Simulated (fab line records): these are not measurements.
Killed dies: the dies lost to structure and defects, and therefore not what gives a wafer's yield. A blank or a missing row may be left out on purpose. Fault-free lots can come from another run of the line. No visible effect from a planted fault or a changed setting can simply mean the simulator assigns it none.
Which tool was responsible? :: flow gf180mcu :: 39 wafers from 13 lots sampled at 2 of the route's 602 steps

== WHAT THE GAUGES SHOWED, per wafer ==
GF_MIM_THK_MEAS_06. Usual: MIM_CVD_05_THK 42.0 nm, standard deviation 0.54.
lot: L911
measured: day 25 13:48
on: film metro-03
MIM_CVD_05_THK (nm): 41.6 42.2 42.7
flag: 

lot: L912
measured: day 25 14:10
on: film metro-03
MIM_CVD_05_THK (nm): 42.0 41.1 41.9
flag: 

lot: L913
measured: day 25 18:26
on: film metro-03
MIM_CVD_05_THK (nm): 42.0 41.7 42.3
flag: 

lot: L914
measured: day 26 03:44
on: film metro-03
MIM_CVD_05_THK (nm): 42.0 40.9 42.4
flag: 

lot: L915
measured: day 26 09:59
on: film metro-04
MIM_CVD_05_THK (nm): 41.9 42.2 43.2
flag: 

lot: L916
measured: day 26 19:55
on: film metro-04
MIM_CVD_05_THK (nm): 41.5 41.9 42.3
flag: 

lot: L922
measured: day 28 22:49
on: film metro-04
MIM_CVD_05_THK (nm): 41.9 42.3 42.7
flag: 

lot: L925
measured: day 29 20:29
on: film metro-04
MIM_CVD_05_THK (nm): 41.7 41.1 42.5
flag: 

lot: L926
measured: day 30 02:20
on: film metro-04
MIM_CVD_05_THK (nm): 41.9 43.0 43.2
flag: 

lot: L927
measured: day 30 06:25
on: film metro-01
MIM_CVD_05_THK (nm): 41.9 42.0 42.3
flag: 

lot: L929
measured: day 30 18:13
on: film metro-01
MIM_CVD_05_THK (nm): 41.3 41.1 42.4
flag: 

lot: L931
measured: day 31 03:53
on: film metro-03
MIM_CVD_05_THK (nm): 41.2 41.5 41.5
flag: 

lot: L932
measured: day 31 11:17
on: film metro-01
MIM_CVD_05_THK (nm): 42.0 42.9 42.8
flag: 

== TOOL THAT RAN EACH LOT (tool first, then ch and the chambers of the sampled wafers, then the start) ==
lot: L911
GF_VT_IMPLANT_STRIP_20: plasma asher-01 ch 0,1, day 6 22:17

lot: L912
GF_VT_IMPLANT_STRIP_20: plasma asher-03 ch 0,1, day 7 02:29

lot: L913
GF_VT_IMPLANT_STRIP_20: plasma asher-01 ch 0,1, day 7 07:50

lot: L914
GF_VT_IMPLANT_STRIP_20: plasma asher-01 ch 0,1, day 7 14:14

lot: L915
GF_VT_IMPLANT_STRIP_20: plasma asher-01 ch 0,1, day 7 19:02

lot: L916
GF_VT_IMPLANT_STRIP_20: plasma asher-01 ch 0,1, day 8 04:19

lot: L922
GF_VT_IMPLANT_STRIP_20: plasma asher-02 ch 0,1, day 9 19:12

lot: L925
GF_VT_IMPLANT_STRIP_20: plasma asher-03 ch 0,1, day 10 13:52

lot: L926
GF_VT_IMPLANT_STRIP_20: plasma asher-03 ch 0,1, day 10 20:01

lot: L927
GF_VT_IMPLANT_STRIP_20: plasma asher-02 ch 0,1, day 11 00:23

lot: L929
GF_VT_IMPLANT_STRIP_20: plasma asher-01 ch 0,1, day 11 13:47

lot: L931
GF_VT_IMPLANT_STRIP_20: plasma asher-01 ch 0,1, day 12 02:16

lot: L932
GF_VT_IMPLANT_STRIP_20: plasma asher-03 ch 0, day 12 11:17
- GF_VT_IMPLANT_STRIP_20: strips in O2/N2.

== WHAT THE TOOLS THEMSELVES READ (means of the sampled wafers that have a number; where no wafer has one, the mark that the record gives instead) ==
GF_VT_IMPLANT_STRIP_20. Usual: drypump motor current A 5.6 A, standard deviation 0.32; heater power w 328 W, standard deviation 26; oes product au 0.716 a.u., standard deviation 0.0038; strip time to endpoint s 12.64 s, standard deviation 0.032.
lot: L911
tool: plasma asher-01
drypump motor current A (A): 5.8
heater power w (W): 326
oes product au (a.u.): 0.716
strip time to endpoint s (s): 12.62
flag: 

lot: L912
tool: plasma asher-03
drypump motor current A (A): 5.8
heater power w (W): 349
oes product au (a.u.): 0.716
strip time to endpoint s (s): 12.64
flag: 

lot: L913
tool: plasma asher-01
drypump motor current A (A): 5.8
heater power w (W): 346
oes product au (a.u.): 0.718
strip time to endpoint s (s): 12.66
flag: 

lot: L914
tool: plasma asher-01
drypump motor current A (A): 5.8
heater power w (W): 324
oes product au (a.u.): 0.717
strip time to endpoint s (s): 12.59
flag: 

lot: L915
tool: plasma asher-01
drypump motor current A (A): 5.8
heater power w (W): 351
oes product au (a.u.): 0.715
strip time to endpoint s (s): 12.64
flag: 

lot: L916
tool: plasma asher-01
drypump motor current A (A): 5.8
heater power w (W): 344
oes product au (a.u.): 0.714
strip time to endpoint s (s): 12.64
flag: 

lot: L922
tool: plasma asher-02
drypump motor current A (A): 5.3
heater power w (W): 310
oes product au (a.u.): 0.716
strip time to endpoint s (s): 12.69
flag: 

lot: L925
tool: plasma asher-03
drypump motor current A (A): 5.8
heater power w (W): 350
oes product au (a.u.): 0.715
strip time to endpoint s (s): 12.62
flag: 

lot: L926
tool: plasma asher-03
drypump motor current A (A): 5.6
heater power w (W): 336
oes product au (a.u.): 0.719
strip time to endpoint s (s): 12.68
flag: 

lot: L927
tool: plasma asher-02
drypump motor current A (A): 5.3
heater power w (W): 296
oes product au (a.u.): 0.718
strip time to endpoint s (s): 12.65
flag: 

lot: L929
tool: plasma asher-01
drypump motor current A (A): 5.8
heater power w (W): 325
oes product au (a.u.): 0.717
strip time to endpoint s (s): 12.67
flag: 

lot: L931
tool: plasma asher-01
drypump motor current A (A): 5.7
heater power w (W): 326
oes product au (a.u.): 0.714
strip time to endpoint s (s): 12.64
flag: 

lot: L932
tool: plasma asher-03
drypump motor current A (A): 6.1
heater power w (W): 359
oes product au (a.u.): 0.717
strip time to endpoint s (s): 12.64
flag: 

== THE ANSWER, worked out from the rows above alone ==
Rule: a lot counts as off when the mean over its wafers that have a number is more than 3 standard deviations away from the usual mean. A lot without any number at a reading at which 4 lots or more have one is off too. Where the step has rows for the other lots, those lots are counted as sound. After the gauges, taken in route order, come the tools' own readings; for these a lot's mean is taken, as printed above. The first step at which some lot is off is used, and at that step the reading that is off furthest; a lot without a number counts as furthest.
No lot is off at any reading shown: from this, nothing can be told.

== WHAT WAS PUT IN BY THE SIMULATOR ==
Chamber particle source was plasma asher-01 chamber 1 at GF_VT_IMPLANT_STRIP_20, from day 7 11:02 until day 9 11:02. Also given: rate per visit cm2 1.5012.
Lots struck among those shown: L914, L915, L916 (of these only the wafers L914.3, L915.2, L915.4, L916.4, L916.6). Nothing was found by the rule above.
